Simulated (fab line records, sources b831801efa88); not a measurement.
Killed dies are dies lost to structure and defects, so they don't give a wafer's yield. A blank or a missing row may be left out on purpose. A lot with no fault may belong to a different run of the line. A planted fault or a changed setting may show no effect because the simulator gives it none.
Matching of chambers | flow sky130 | 4 sister chambers for SKY_VIA1_ETCH_15 on rie diel-03
The step etches SiO2 in C4F8/O2/Ar, stops on TiN, target depth 351 nm, time 54 s. 4 wafers are shown with their chamber, then 7 later ones without.

## WAFERS, EACH WITH ITS CHAMBER
wafer  | chamber | oes product au (a.u.)
L082.6 | 0       | 0.986
L086.1 | 3       | 0.982
L091.4 | 1       | 0.979
L091.5 | 2       | 0.978

## WAFERS MISSING THEIR CHAMBER
wafer  | oes product au (a.u.)
L091.6 | 0.980
L094.1 | 0.985
L094.2 | 0.985
L094.5 | 0.990
L096.3 | 0.979
L096.4 | 0.983
L096.5 | 0.980

## WHICH CHAMBER EACH ONE RAN IN
wafer  | from the rows above          | in truth
L091.6 | can't be placed: 1 or 2 or 3 | 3
L094.1 | can't be placed: 0 or 3      | 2
L094.2 | can't be placed: 0 or 3      | 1
L094.5 | 0                            | 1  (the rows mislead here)
L096.3 | can't be placed: 1 or 2 or 3 | 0
L096.4 | can't be placed: 3 or 0 or 1 | 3
L096.5 | can't be placed: 1 or 2 or 3 | 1
Correct placement for 0 of the 7. From these rows, 6 cannot be placed; in 3 the true chamber is one of the candidates. 1 placed wrongly.
How it was worked out, from the rows above alone: a wafer's distance from a chamber is the root of the sum, over the readings, of the square of ((its reading less the chamber's mean) divided by the reading's scatter). The wafer belongs to the nearest chamber; if the next one is less than 2 further off, it can't be placed. For every chamber, the mean is computed from those of its wafers that are shown. The scatter (one wafer shown for each chamber): square how far every hidden wafer sits from the nearest shown wafer, average those squares and take the square root.
